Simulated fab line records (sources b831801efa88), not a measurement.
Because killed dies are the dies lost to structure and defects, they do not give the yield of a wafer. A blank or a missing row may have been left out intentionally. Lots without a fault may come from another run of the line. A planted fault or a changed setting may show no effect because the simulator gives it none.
Check for tools in common || flow gf180mcu || Lots sampled 15, wafers sampled 54

== WHAT PROMPTED THE OPENING ==
Of 15 lots, 3 have the reading MVPSD_OVL flagged at GF_MVPSD_OVL_MEAS_07. No-fault wafers: -1.0 nm, standard deviation 1.4.
Rule: a lot gets a flag if all its wafers with a number sit over 4 standard deviations from that mean, or if no wafer of it has a number. The other lots count as sound.

{"lot": "L772", "measured": "day 4 23:08", "on": "overlay-01", "MVPSD_OVL (nm), wafer by wafer": "-0.7 -2.1 -0.7", "flag": ""}
{"lot": "L773", "measured": "day 5 03:24", "on": "overlay-02", "MVPSD_OVL (nm), wafer by wafer": "-3.0 -4.0 -3.1", "flag": ""}
{"lot": "L774", "measured": "day 5 10:40", "on": "overlay-02", "MVPSD_OVL (nm), wafer by wafer": "0.9 -2.0 -0.2", "flag": ""}
{"lot": "L776", "measured": "day 5 21:31", "on": "overlay-02", "MVPSD_OVL (nm), wafer by wafer": "-0.9 -2.0 -0.8", "flag": ""}
{"lot": "L777", "measured": "day 6 04:49", "on": "overlay-02", "MVPSD_OVL (nm), wafer by wafer": "0.8 1.6 0.5", "flag": ""}
{"lot": "L779", "measured": "day 6 21:27", "on": "overlay-02", "MVPSD_OVL (nm), wafer by wafer": "-4.0 -3.6 -3.6", "flag": ""}
{"lot": "L782", "measured": "day 7 16:53", "on": "overlay-02", "MVPSD_OVL (nm), wafer by wafer": "-1.2 -1.1 -1.0", "flag": ""}
{"lot": "L783", "measured": "day 8 03:23", "on": "overlay-01", "MVPSD_OVL (nm), wafer by wafer": "-1.5 -0.5 -0.3", "flag": ""}
{"lot": "L784", "measured": "day 8 11:11", "on": "overlay-02", "MVPSD_OVL (nm), wafer by wafer": "-1.9 -0.6 -0.9", "flag": ""}
{"lot": "L785", "measured": "day 8 12:01", "on": "overlay-02", "MVPSD_OVL (nm), wafer by wafer": "-1.5 -0.2 -1.3", "flag": ""}
{"lot": "L786", "measured": "day 8 18:30", "on": "overlay-01", "MVPSD_OVL (nm), wafer by wafer": "2.0 0.6 0.3", "flag": ""}
{"lot": "L787", "measured": "day 8 23:23", "on": "overlay-01", "MVPSD_OVL (nm), wafer by wafer": "-2.0 -2.1 -1.8", "flag": ""}
{"lot": "L790", "measured": "day 9 15:41", "on": "overlay-02", "MVPSD_OVL (nm), wafer by wafer": "102.8 102.4 103.2 103.0 103.3 104.1", "flag": "FLAGGED"}
{"lot": "L791", "measured": "day 9 17:33", "on": "overlay-01", "MVPSD_OVL (nm), wafer by wafer": "102.0 102.3 100.9 102.3 102.4 102.0", "flag": "FLAGGED"}
{"lot": "L792", "measured": "day 10 00:08", "on": "overlay-01", "MVPSD_OVL (nm), wafer by wafer": "101.2 101.2 102.3 102.1 102.2 103.1", "flag": "FLAGGED"}
The mean of the flagged lots' numbers is 102.4 nm, +103.4 nm from the usual (+74 standard deviations).

== WHICH TOOL EACH LOT WENT THROUGH ==
The record holds 1 process step before the reading, out of a route of 602 steps. Cell contents, in order: the tool; ch with the chambers the sampled wafers went through; the start.
{"lot": "L772", "flag": "", "GF_MVPSD_EXPOSE_04": "ilineStepper-01 ch 0, day 4 16:47"}
{"lot": "L773", "flag": "", "GF_MVPSD_EXPOSE_04": "ilineStepper-02 ch 0, day 4 20:59"}
{"lot": "L774", "flag": "", "GF_MVPSD_EXPOSE_04": "ilineStepper-02 ch 0, day 5 03:59"}
{"lot": "L776", "flag": "", "GF_MVPSD_EXPOSE_04": "ilineStepper-02 ch 0, day 5 14:04"}
{"lot": "L777", "flag": "", "GF_MVPSD_EXPOSE_04": "ilineStepper-01 ch 0, day 5 21:04"}
{"lot": "L779", "flag": "", "GF_MVPSD_EXPOSE_04": "ilineStepper-01 ch 0, day 6 13:30"}
{"lot": "L782", "flag": "", "GF_MVPSD_EXPOSE_04": "ilineStepper-01 ch 0, day 7 09:32"}
{"lot": "L783", "flag": "", "GF_MVPSD_EXPOSE_04": "ilineStepper-01 ch 0, day 7 19:52"}
{"lot": "L784", "flag": "", "GF_MVPSD_EXPOSE_04": "ilineStepper-01 ch 0, day 8 03:46"}
{"lot": "L785", "flag": "", "GF_MVPSD_EXPOSE_04": "ilineStepper-01 ch 0, day 8 04:24"}
{"lot": "L786", "flag": "", "GF_MVPSD_EXPOSE_04": "ilineStepper-01 ch 0, day 8 10:34"}
{"lot": "L787", "flag": "", "GF_MVPSD_EXPOSE_04": "ilineStepper-02 ch 0, day 8 14:40"}
{"lot": "L790", "flag": "FLAGGED", "GF_MVPSD_EXPOSE_04": "ilineStepper-01 ch 0, day 9 07:23"}
{"lot": "L791", "flag": "FLAGGED", "GF_MVPSD_EXPOSE_04": "ilineStepper-01 ch 0, day 9 09:14"}
{"lot": "L792", "flag": "FLAGGED", "GF_MVPSD_EXPOSE_04": "ilineStepper-01 ch 0, day 9 15:55"}
What these steps do:
- GF_MVPSD_EXPOSE_04: exposes mask MVPSD, target cd 1000 nm.
- GF_MVPSD_OVL_MEAS_07

== FLAGGED AGAINST TOTAL, ONE TOOL AT A TIME (gauges that did the reading follow at the end) ==
{"step": "GF_MVPSD_EXPOSE_04", "tool": "ilineStepper-01", "lots run": 11, "flagged": 3, "share of the flagged lots": "all", "sound lots run after its first flagged lot": 0}
{"step": "GF_MVPSD_EXPOSE_04", "tool": "ilineStepper-02", "lots run": 4, "flagged": 0, "share of the flagged lots": "none", "sound lots run after its first flagged lot": "-"}
{"step": "GF_MVPSD_OVL_MEAS_07", "tool": "overlay-01", "lots run": 6, "flagged": 2, "share of the flagged lots": "some", "sound lots run after its first flagged lot": 0}
{"step": "GF_MVPSD_OVL_MEAS_07", "tool": "overlay-02", "lots run": 9, "flagged": 1, "share of the flagged lots": "some", "sound lots run after its first flagged lot": 0}

== WHAT THE TABLE PERMITS ==
Rows of the table that ran each flagged lot: 1, that is ilineStepper-01 at GF_MVPSD_EXPOSE_04.
- ilineStepper-01 at GF_MVPSD_EXPOSE_04: 3 of its 11 lots flagged. Its last sound lot is L786 (day 8 10:34), its first flagged lot L790 (day 9 07:23): a fault that began between those two fits.
Just one tool remains: ilineStepper-01 at GF_MVPSD_EXPOSE_04.

== WHAT HAD BEEN PUT IN BY THE SIMULATOR ==
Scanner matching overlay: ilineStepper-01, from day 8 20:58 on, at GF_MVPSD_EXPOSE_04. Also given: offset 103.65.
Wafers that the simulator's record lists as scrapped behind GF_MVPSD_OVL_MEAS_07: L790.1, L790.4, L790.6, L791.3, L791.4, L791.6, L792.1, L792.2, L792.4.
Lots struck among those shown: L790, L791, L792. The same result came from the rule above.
